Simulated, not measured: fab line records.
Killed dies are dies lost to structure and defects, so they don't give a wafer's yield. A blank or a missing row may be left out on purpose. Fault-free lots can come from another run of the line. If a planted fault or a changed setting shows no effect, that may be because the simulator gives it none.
A lot that was struck, set against a sound lot    flow sky130    43 steps out of a route of 708
Sound: these wafers, L187.2, L187.3, L187.6. Struck: wafer L183.4 (left out: L183.3, a lot-mate that was not struck); the cause follows at the end.
For every step that has rows: the tool of each side, followed by ch and its chambers, followed by its first start. Under that, the readings that differ: sound wafers    struck wafers    difference of the means    sigmas: that difference in standard deviations of wafers without a fault.
alike: a reading whose means differ by less than 2 such deviations, as well as words and numbers matching on both sides. not compared: withheld readings; readings where some wafer has no value; bounds like >300 that might hide an equal value; numbers whose values overlap and for which the record gives no deviation.
Wherever a step has rows on one side only, a row that says differs or no value, or a row with sigmas, the two part there. When numbers do not overlap yet have no deviation, they are printed without sigmas and do not part them. Lack of a reading on every wafer of one side parts them only where that side has two or more wafers.

first, 1 step without rows for these wafers: SKY_FIELD_ISO_ANNEAL_26 (time 1800 s).
SKY_FIELD_ISO_CMP_27: polishes, stops on Si3N4, t overpolish 16 s, target thk 457.8 nm.
  sound on cmp-02 ch 0,2,3, day 5 00:52; struck on cmp-01 ch 2, day 4 02:56
reading               sound                 struck  difference  sigmas
overpolish run s (s)  16.002 15.986 16.010  16.021  +0.022      +2
  alike: motor current A, time to endpoint s
then, 5 steps without rows for these wafers: SKY_FIELD_ISO_WET_ETCH_28 (etches SiO2 in dHF, target depth 23.7 nm, time 47 s); SKY_FIELD_ISO_WET_ETCH_29 (etches Si3N4 in H3PO4, target depth 160 nm, time 1825 s); SKY_FIELD_ISO_WET_ETCH_30 (etches SiO2 in dHF, target depth 25 nm, time 50 s); SKY_NWELL_CLEAN_00 (cleans in SC1/SC2, time 150 s); SKY_NWELL_OXIDATION_01 (stabilise 600 s, purge 300 s, target thk 10 nm).
SKY_NWELL_THK_MEAS_02:
  struck on film metro-04, day 4 05:16; sound on film metro-01, day 5 05:32
  alike: NWELL_OXIDATION_THK
then, 4 steps without rows for these wafers: SKY_DNWELL_DEHYDRATE_00 (time 60 s); SKY_DNWELL_HMDS_01 (prime time 60 s); SKY_DNWELL_COAT_02 (resist thk 3000 nm); SKY_DNWELL_SOFTBAKE_03.
SKY_DNWELL_EXPOSE_04: exposes mask DNM, target cd 3000 nm.
  sound on iline stepper-01 ch 0, day 5 14:36; struck on iline stepper-02 ch 0, day 4 14:17
  alike: mask, reticle temp C
then, 3 steps without rows for these wafers: SKY_DNWELL_PEB_05; SKY_DNWELL_DEVELOP_06 (develop time 60 s); SKY_DNWELL_IMPLANT_07.
SKY_DNWELL_STRIP_08: strips in O2/N2.
  sound on plasma asher-04 ch 0,1, day 5 23:45; struck on plasma asher-01 ch 1, day 4 23:06
reading                sound              struck  difference  sigmas
oes product au (a.u.)  0.724 0.714 0.717  0.728   +0.010      +2
  alike: chamber pressure mTorr, drypump motor current A, n2 flow sccm, strip time to endpoint s
  not compared: rf hours counter h
SKY_DNWELL_TW_MEAS_09:
  struck on film metro-04, day 4 23:11; sound on film metro-01, day 5 23:52
  alike: DNWELL_TW
then, 7 steps without rows for these wafers: SKY_PWDE_DEHYDRATE_00 (time 60 s); SKY_PWDE_HMDS_01 (prime time 60 s); SKY_PWDE_COAT_02 (resist thk 3000 nm); SKY_PWDE_SOFTBAKE_03; SKY_PWDE_EXPOSE_04 (exposes mask PWDEM, target cd 840 nm); SKY_PWDE_PEB_05; SKY_PWDE_DEVELOP_06 (develop time 60 s).
SKY_PWDE_OVL_MEAS_07:
  struck on overlay-01, day 5 16:23; sound on overlay-01, day 6 19:07
  alike: PWDE_OVL
following that, these wafers have no rows for 1 step: SKY_PWDE_IMPLANT_08.
SKY_PWDE_STRIP_09: strips in O2/N2.
  sound on plasma asher-03 ch 0,1, day 6 19:17; struck on plasma asher-03 ch 0, day 5 16:36
  alike: chamber pressure mTorr, drypump motor current A, n2 flow sccm, oes product au, strip time to endpoint s
  not compared: rf hours counter h
SKY_PWDE_TW_MEAS_10:
  struck on film metro-04, day 5 16:41; sound on film metro-03, day 6 19:24
  alike: PWDE_TW
then, 7 steps without rows for these wafers: SKY_NWELL_DEHYDRATE_03 (time 60 s); SKY_NWELL_HMDS_04 (prime time 60 s); SKY_NWELL_COAT_05 (resist thk 3000 nm); SKY_NWELL_SOFTBAKE_06; SKY_NWELL_EXPOSE_07 (exposes mask NWM, target cd 840 nm); SKY_NWELL_PEB_08; SKY_NWELL_DEVELOP_09 (develop time 60 s).
SKY_NWELL_OVL_MEAS_10:
  struck on overlay-02, day 6 11:58; sound on overlay-01, day 7 15:03
  alike: NWELL_00_OVL
then, 3 steps without rows for these wafers: SKY_NWELL_IMPLANT_11; SKY_NWELL_IMPLANT_12; SKY_NWELL_IMPLANT_13.
SKY_NWELL_STRIP_14: strips in O2/N2.
  sound on plasma asher-02 ch 0,1, day 7 15:32; struck on plasma asher-01 ch 0, day 6 12:28
reading                         sound                 struck  difference  sigmas
chamber pressure mTorr (mTorr)  1500.4 1498.4 1497.1  1502.0  +3.4        +2
drypump motor current A (A)     6.5 6.6 5.8           5.0     -1.3        -2
  alike: n2 flow sccm, oes product au, strip time to endpoint s
  not compared: rf hours counter h
SKY_NWELL_TW_MEAS_15:
  struck on film metro-04, day 6 12:33; sound on film metro-04, day 7 15:38
  alike: NWELL_TW
-- the record jumps here: 42 days lie between the struck wafers' starts before and after (it left off in module NWELL and takes up again in module PAD_OPEN, whose first step shown is number 708 of the route) --
SKY_PAD_OPEN_PROBE_99:
  struck on prober-01, day 48 01:20; sound on prober-02, day 49 00:28
reading                                   sound           struck  difference  sigmas
model.etest.res deep nwell.width nm (nm)  2989 2988 2990  3034    +45         
  alike: killed_at_M0_to_M3, killed_at_M4_up, killed at contacts, killed at front end, killed at other, killed dies, killed open, killed short

WHERE THEY PART
First at SKY_FIELD_ISO_CMP_27; last, within this record, at SKY_NWELL_STRIP_14. Later steps at which nothing parts them and some readings are alike: SKY_NWELL_TW_MEAS_15, SKY_PAD_OPEN_PROBE_99.

WHY: whatever the simulator had introduced
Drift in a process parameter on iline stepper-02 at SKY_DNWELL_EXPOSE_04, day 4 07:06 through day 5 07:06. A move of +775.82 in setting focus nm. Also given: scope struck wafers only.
